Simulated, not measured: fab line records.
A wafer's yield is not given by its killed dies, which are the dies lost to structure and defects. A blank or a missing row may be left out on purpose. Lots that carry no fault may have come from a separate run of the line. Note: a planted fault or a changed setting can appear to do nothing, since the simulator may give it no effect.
A single fault, viewed from 2 desks ; flow gf180mcu ; every desk sees just its own numbers, and what lay behind them comes last

## THE METROLOGY DESK
Means of the sampled wafers that have a number, per lot and without regard to the tool the lot ran on: this is what the gauges read. If a lot's mean is further than 4 standard deviations from the usual mean, the lot is out of limits and carries the mark OUT (the distance appears in the brackets).
Columns: A = PASSIVATION_CVD_00_THK at GF_PASSIVATION_THK_MEAS_01, usual 1000 nm
lot;first seen here;A
L130;day 28 01:29;1007
L132;day 28 11:56;999
L134;day 29 11:51;1004
L138;day 30 14:59;996
L140;day 31 04:38;993
L146;day 32 18:26;999
L147;day 32 23:33;995
L145;day 33 08:56;997
L149;day 33 09:16;1012
L150;day 33 13:28;1011
L151;day 33 22:42;1003
L152;day 34 02:35;975
L153;day 34 06:52;1009
Result from this desk: across the 13 lots, nothing is out of limits.

## TOOL OWNER'S DESK, pvd_sputter-03
The tool's own readings at GF_V5_SPUTTER_21 (material Ti, target thk 15 nm, time 80.02 s): means of the sampled wafers that have a number, for each lot that ran on this tool. If a lot's mean is further than 4 standard deviations from the usual mean, the lot is out of limits and carries the mark OUT (the distance appears in the brackets).
Columns: A = throttle_valve_pct at GF_V5_SPUTTER_21, usual 29.8 %
lot;first seen here;A
L134;day 28 14:59;29.5
L140;day 30 08:53;29.2
L145;day 32 15:12;29.1
L150;day 32 19:45;29.7
Result from this desk: across the 4 lots, nothing is out of limits.

## PUT TOGETHER
Nothing out of limits was seen by the metrology desk.
The desk of the tool owner found nothing out of limits.

## WHAT HAD BEEN PUT IN BY THE SIMULATOR
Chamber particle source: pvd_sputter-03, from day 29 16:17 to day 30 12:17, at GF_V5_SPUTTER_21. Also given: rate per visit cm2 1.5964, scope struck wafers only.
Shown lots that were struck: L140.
